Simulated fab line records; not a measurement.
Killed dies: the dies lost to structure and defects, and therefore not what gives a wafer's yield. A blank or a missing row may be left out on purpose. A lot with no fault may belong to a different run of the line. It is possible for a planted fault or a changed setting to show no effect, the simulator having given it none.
Which tool was responsible? || flow gf180mcu || Sampling: 13 lots, 39 wafers, 6 of 602 route steps

WHAT THE GAUGES SHOWED, per wafer
GF_NSD_OVL_MEAS_08.
{"lot": "L578", "measured": "day 13 15:39", "on": "overlay-01", "NSD_OVL (nm)": "-0.7 1.2 -0.4"}
{"lot": "L580", "measured": "day 14 02:11", "on": "overlay-01", "NSD_OVL (nm)": "0.8 2.1 -0.5"}
{"lot": "L581", "measured": "day 14 11:01", "on": "overlay-02", "NSD_OVL (nm)": "0.4 -1.5 -1.5"}
{"lot": "L582", "measured": "day 14 15:20", "on": "overlay-02", "NSD_OVL (nm)": "-0.8 -2.6 0.4"}
{"lot": "L585", "measured": "day 16 00:04", "on": "overlay-01", "NSD_OVL (nm)": "-0.3 -1.8 -1.0"}
{"lot": "L587", "measured": "day 16 04:00", "on": "overlay-01", "NSD_OVL (nm)": "0.3 0.8 1.8"}
{"lot": "L589", "measured": "day 17 05:49", "on": "overlay-02", "NSD_OVL (nm)": "0.0 0.5 -0.9"}
{"lot": "L590", "measured": "day 17 12:56", "on": "overlay-02", "NSD_OVL (nm)": "-0.1 -2.2 -2.4"}
{"lot": "L591", "measured": "day 17 22:05", "on": "overlay-02", "NSD_OVL (nm)": "-0.9 -0.4 -1.8"}
{"lot": "L593", "measured": "day 18 12:41", "on": "overlay-01", "NSD_OVL (nm)": "0.1 1.7 -0.9"}
{"lot": "L594", "measured": "day 18 22:46", "on": "overlay-01", "NSD_OVL (nm)": "-1.7 -1.1 0.0"}
{"lot": "L600", "measured": "day 21 01:31", "on": "overlay-02", "NSD_OVL (nm)": "-1.4 -0.6 -2.7"}
{"lot": "L601", "measured": "day 21 12:47", "on": "overlay-02", "NSD_OVL (nm)": "-0.7 1.4 1.3"}

GF_NSD_TW_MEAS_12.
{"lot": "L578", "measured": "day 13 16:05", "on": "filmMetro-02", "NSD_TW": "4225 4210 4204"}
{"lot": "L580", "measured": "day 14 02:40", "on": "filmMetro-04", "NSD_TW": "4183 4199 4174"}
{"lot": "L581", "measured": "day 14 11:28", "on": "filmMetro-03", "NSD_TW": "4229 4195 4219"}
{"lot": "L582", "measured": "day 14 15:46", "on": "filmMetro-04", "NSD_TW": "4193 4210 4181"}
{"lot": "L585", "measured": "day 16 00:30", "on": "filmMetro-04", "NSD_TW": "4226 4220 4201"}
{"lot": "L587", "measured": "day 16 04:26", "on": "filmMetro-02", "NSD_TW": "4252 4233 4248"}
{"lot": "L589", "measured": "day 17 06:15", "on": "filmMetro-03", "NSD_TW": "4180 4194 4195"}
{"lot": "L590", "measured": "day 17 13:23", "on": "filmMetro-04", "NSD_TW": "4203 4202 4219"}
{"lot": "L591", "measured": "day 17 22:31", "on": "filmMetro-04", "NSD_TW": "4190 4190 4172"}
{"lot": "L593", "measured": "day 18 13:07", "on": "filmMetro-02", "NSD_TW": "4272 4296 4281"}
{"lot": "L594", "measured": "day 18 23:13", "on": "filmMetro-02", "NSD_TW": "4266 4265 4256"}
{"lot": "L600", "measured": "day 21 01:57", "on": "filmMetro-02", "NSD_TW": "4260 4240 4246"}
{"lot": "L601", "measured": "day 21 13:14", "on": "filmMetro-04", "NSD_TW": "4214 4240 4215"}

GF_PSD_OVL_MEAS_08.
{"lot": "L578", "measured": "day 14 11:48", "on": "overlay-01", "PSD_OVL (nm)": "0.9 2.0 -0.2"}
{"lot": "L580", "measured": "day 14 23:18", "on": "overlay-02", "PSD_OVL (nm)": "-1.6 -1.1 -0.4"}
{"lot": "L581", "measured": "day 15 08:32", "on": "overlay-01", "PSD_OVL (nm)": "0.4 0.0 -1.4"}
{"lot": "L582", "measured": "day 15 12:41", "on": "overlay-01", "PSD_OVL (nm)": "0.7 1.3 0.4"}
{"lot": "L585", "measured": "day 16 23:00", "on": "overlay-01", "PSD_OVL (nm)": "2.3 0.6 0.6"}
{"lot": "L587", "measured": "day 17 03:29", "on": "overlay-02", "PSD_OVL (nm)": "-1.7 -0.9 -1.8"}
{"lot": "L589", "measured": "day 18 05:38", "on": "overlay-01", "PSD_OVL (nm)": "0.3 1.8 0.4"}
{"lot": "L590", "measured": "day 18 13:07", "on": "overlay-02", "PSD_OVL (nm)": "-0.5 -2.7 -2.2"}
{"lot": "L591", "measured": "day 18 22:15", "on": "overlay-01", "PSD_OVL (nm)": "0.9 -0.4 0.4"}
{"lot": "L593", "measured": "day 19 13:28", "on": "overlay-01", "PSD_OVL (nm)": "3.5 2.6 3.2"}
{"lot": "L594", "measured": "day 19 23:48", "on": "overlay-01", "PSD_OVL (nm)": "-0.2 -0.8 -0.1"}
{"lot": "L600", "measured": "day 22 01:06", "on": "overlay-02", "PSD_OVL (nm)": "-0.9 -0.5 -0.5"}
{"lot": "L601", "measured": "day 22 12:22", "on": "overlay-02", "PSD_OVL (nm)": "-3.8 -3.4 -1.3"}

GF_PSD_RS_MEAS_14: uses a four-point probe to measure.
{"lot": "L578", "measured": "day 14 12:17", "on": "filmMetro-04", "NSD_RS (ohm/sq)": "46.04 46.07 45.90"}
{"lot": "L580", "measured": "day 14 23:48", "on": "filmMetro-03", "NSD_RS (ohm/sq)": "46.14 46.13 46.11"}
{"lot": "L581", "measured": "day 15 09:02", "on": "filmMetro-04", "NSD_RS (ohm/sq)": "45.95 46.17 46.00"}
{"lot": "L582", "measured": "day 15 13:10", "on": "filmMetro-04", "NSD_RS (ohm/sq)": "46.12 46.10 46.04"}
{"lot": "L585", "measured": "day 16 23:28", "on": "filmMetro-02", "NSD_RS (ohm/sq)": "46.18 46.15 46.20"}
{"lot": "L587", "measured": "day 17 03:59", "on": "filmMetro-04", "NSD_RS (ohm/sq)": "46.12 46.12 46.08"}
{"lot": "L589", "measured": "day 18 06:06", "on": "filmMetro-04", "NSD_RS (ohm/sq)": "46.07 46.09 46.04"}
{"lot": "L590", "measured": "day 18 13:35", "on": "filmMetro-03", "NSD_RS (ohm/sq)": "46.28 46.27 46.26"}
{"lot": "L591", "measured": "day 18 22:44", "on": "filmMetro-04", "NSD_RS (ohm/sq)": "46.15 46.21 46.22"}
{"lot": "L593", "measured": "day 19 13:57", "on": "filmMetro-02", "NSD_RS (ohm/sq)": "42.60 42.67 42.78"}
{"lot": "L594", "measured": "day 20 00:17", "on": "filmMetro-02", "NSD_RS (ohm/sq)": "42.53 42.52 42.52"}
{"lot": "L600", "measured": "day 22 01:37", "on": "filmMetro-04", "NSD_RS (ohm/sq)": "46.21 46.15 46.20"}
{"lot": "L601", "measured": "day 22 12:50", "on": "filmMetro-02", "NSD_RS (ohm/sq)": "46.26 46.21 46.21"}

GF_PSD_RS_MEAS_15: uses a four-point probe to measure.
{"lot": "L578", "measured": "day 14 12:24", "on": "filmMetro-04", "PSD_RS (ohm/sq)": "108.60 108.40 108.61"}
{"lot": "L580", "measured": "day 14 23:55", "on": "filmMetro-03", "PSD_RS (ohm/sq)": "109.20 108.92 108.87"}
{"lot": "L581", "measured": "day 15 09:09", "on": "filmMetro-04", "PSD_RS (ohm/sq)": "108.20 108.34 108.19"}
{"lot": "L582", "measured": "day 15 13:17", "on": "filmMetro-04", "PSD_RS (ohm/sq)": "108.50 108.36 108.20"}
{"lot": "L585", "measured": "day 16 23:35", "on": "filmMetro-02", "PSD_RS (ohm/sq)": "108.71 108.87 109.13"}
{"lot": "L587", "measured": "day 17 04:06", "on": "filmMetro-04", "PSD_RS (ohm/sq)": "108.71 108.19 108.34"}
{"lot": "L589", "measured": "day 18 06:13", "on": "filmMetro-04", "PSD_RS (ohm/sq)": "108.07 108.20 108.20"}
{"lot": "L590", "measured": "day 18 13:43", "on": "filmMetro-03", "PSD_RS (ohm/sq)": "108.81 108.95 108.68"}
{"lot": "L591", "measured": "day 18 22:52", "on": "filmMetro-04", "PSD_RS (ohm/sq)": "108.75 108.66 108.82"}
{"lot": "L593", "measured": "day 19 14:04", "on": "filmMetro-02", "PSD_RS (ohm/sq)": "98.59 98.38 99.02"}
{"lot": "L594", "measured": "day 20 00:25", "on": "filmMetro-02", "PSD_RS (ohm/sq)": "98.39 98.44 98.58"}
{"lot": "L600", "measured": "day 22 01:44", "on": "filmMetro-04", "PSD_RS (ohm/sq)": "108.67 108.73 108.97"}
{"lot": "L601", "measured": "day 22 12:58", "on": "filmMetro-02", "PSD_RS (ohm/sq)": "108.64 108.72 108.71"}

TOOL THAT RAN EACH LOT (tool first, then ch and the chambers of the sampled wafers, then the start)
{"lot": "L578", "GF_PSD_RTA_13": "rtpAnneal-02 ch 0, day 14 12:12"}
{"lot": "L580", "GF_PSD_RTA_13": "rtpAnneal-02 ch 0, day 14 23:43"}
{"lot": "L581", "GF_PSD_RTA_13": "rtpAnneal-01 ch 0, day 15 08:56"}
{"lot": "L582", "GF_PSD_RTA_13": "rtpAnneal-02 ch 0, day 15 13:04"}
{"lot": "L585", "GF_PSD_RTA_13": "rtpAnneal-01 ch 0, day 16 23:23"}
{"lot": "L587", "GF_PSD_RTA_13": "rtpAnneal-01 ch 0, day 17 03:53"}
{"lot": "L589", "GF_PSD_RTA_13": "rtpAnneal-02 ch 0, day 18 06:01"}
{"lot": "L590", "GF_PSD_RTA_13": "rtpAnneal-01 ch 0, day 18 13:31"}
{"lot": "L591", "GF_PSD_RTA_13": "rtpAnneal-01 ch 0, day 18 22:39"}
{"lot": "L593", "GF_PSD_RTA_13": "rtpAnneal-01 ch 0, day 19 13:52"}
{"lot": "L594", "GF_PSD_RTA_13": "rtpAnneal-01 ch 0, day 20 00:12"}
{"lot": "L600", "GF_PSD_RTA_13": "rtpAnneal-02 ch 0, day 22 01:31"}
{"lot": "L601", "GF_PSD_RTA_13": "rtpAnneal-02 ch 0, day 22 12:45"}
- GF_PSD_RTA_13: time 20 s.

WHAT THE TOOLS THEMSELVES READ (means of the sampled wafers that have a number; where no wafer has one, the mark that the record gives instead)
GF_PSD_RTA_13.
{"lot": "L578", "tool": "rtpAnneal-02", "annealTempCMax": 1030.9, "chamberO2Ppm": 1.998, "lampPowerPct (%)": 37.5, "wafer_temp_C_max": 1029.2}
{"lot": "L580", "tool": "rtpAnneal-02", "annealTempCMax": 1031.0, "chamberO2Ppm": 1.996, "lampPowerPct (%)": 37.5, "wafer_temp_C_max": 1028.4}
{"lot": "L581", "tool": "rtpAnneal-01", "annealTempCMax": 1029.6, "chamberO2Ppm": 2.016, "lampPowerPct (%)": 35.5, "wafer_temp_C_max": 1031.7}
{"lot": "L582", "tool": "rtpAnneal-02", "annealTempCMax": 1031.7, "chamberO2Ppm": 1.993, "lampPowerPct (%)": 37.5, "wafer_temp_C_max": 1027.7}
{"lot": "L585", "tool": "rtpAnneal-01", "annealTempCMax": 1029.8, "chamberO2Ppm": 2.039, "lampPowerPct (%)": 35.5, "wafer_temp_C_max": 1032.6}
{"lot": "L587", "tool": "rtpAnneal-01", "annealTempCMax": 1030.1, "chamberO2Ppm": 2.018, "lampPowerPct (%)": 35.5, "wafer_temp_C_max": 1031.4}
{"lot": "L589", "tool": "rtpAnneal-02", "annealTempCMax": 1031.4, "chamberO2Ppm": 2.025, "lampPowerPct (%)": 37.5, "wafer_temp_C_max": 1028.9}
{"lot": "L590", "tool": "rtpAnneal-01", "annealTempCMax": 1029.5, "chamberO2Ppm": 1.990, "lampPowerPct (%)": 35.5, "wafer_temp_C_max": 1033.1}
{"lot": "L591", "tool": "rtpAnneal-01", "annealTempCMax": 1029.9, "chamberO2Ppm": 2.001, "lampPowerPct (%)": 35.5, "wafer_temp_C_max": 1033.2}
{"lot": "L593", "tool": "rtpAnneal-01", "annealTempCMax": 1029.2, "chamberO2Ppm": 2.013, "lampPowerPct (%)": 35.5, "wafer_temp_C_max": 1031.6}
{"lot": "L594", "tool": "rtpAnneal-01", "annealTempCMax": 1030.7, "chamberO2Ppm": 1.970, "lampPowerPct (%)": 35.5, "wafer_temp_C_max": 1033.0}
{"lot": "L600", "tool": "rtpAnneal-02", "annealTempCMax": 1031.1, "chamberO2Ppm": 2.006, "lampPowerPct (%)": 37.5, "wafer_temp_C_max": 1027.7}
{"lot": "L601", "tool": "rtpAnneal-02", "annealTempCMax": 1031.5, "chamberO2Ppm": 2.004, "lampPowerPct (%)": 37.5, "wafer_temp_C_max": 1028.4}

THE ANSWER, worked out from the rows above alone
Rule: what is usual is taken from the lots themselves. The widest of any qualifying gaps counts: lots, ordered by their means at a reading, are off when they make up no more than a third of the lots, leave a main group of 4 or more, and stand apart from it by 3 or more times the standard deviation of that group's means. Not used: any main group whose means are identical at the precision the tables above print for the reading. Also off: a lot with no number at a reading for which 4 or more lots have one. Where the step has rows for the other lots, those lots are counted as sound. After the gauges, taken in route order, come the tools' own readings; for these a lot's mean is taken, as printed above. At the first step where some lot is off, the reading lying furthest off is the one used; lots without a number count as furthest.
Off: L593, L594, at GF_PSD_RS_MEAS_14 (NSD_RS). For the main group the mean is 46.13 ohm/sq and the standard deviation 0.079.
A tool fits if, at a process step before that reading, it ran every lot that is off, and no sound lot after the first of them. The gauges at GF_PSD_RS_MEAS_14 are tried like those tools. One fits: GF_PSD_RTA_13 on rtpAnneal-01. Its last sound lot is L591 (day 18 22:39), its first lot that is off L593 (day 19 13:52): a fault that began between those two fits.

WHAT THE SIMULATOR HAD INSERTED
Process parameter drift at GF_PSD_RTA_13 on rtpAnneal-01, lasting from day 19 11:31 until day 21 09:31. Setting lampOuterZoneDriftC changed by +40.
Shown lots that were struck: L593, L594. The rule above found the same.
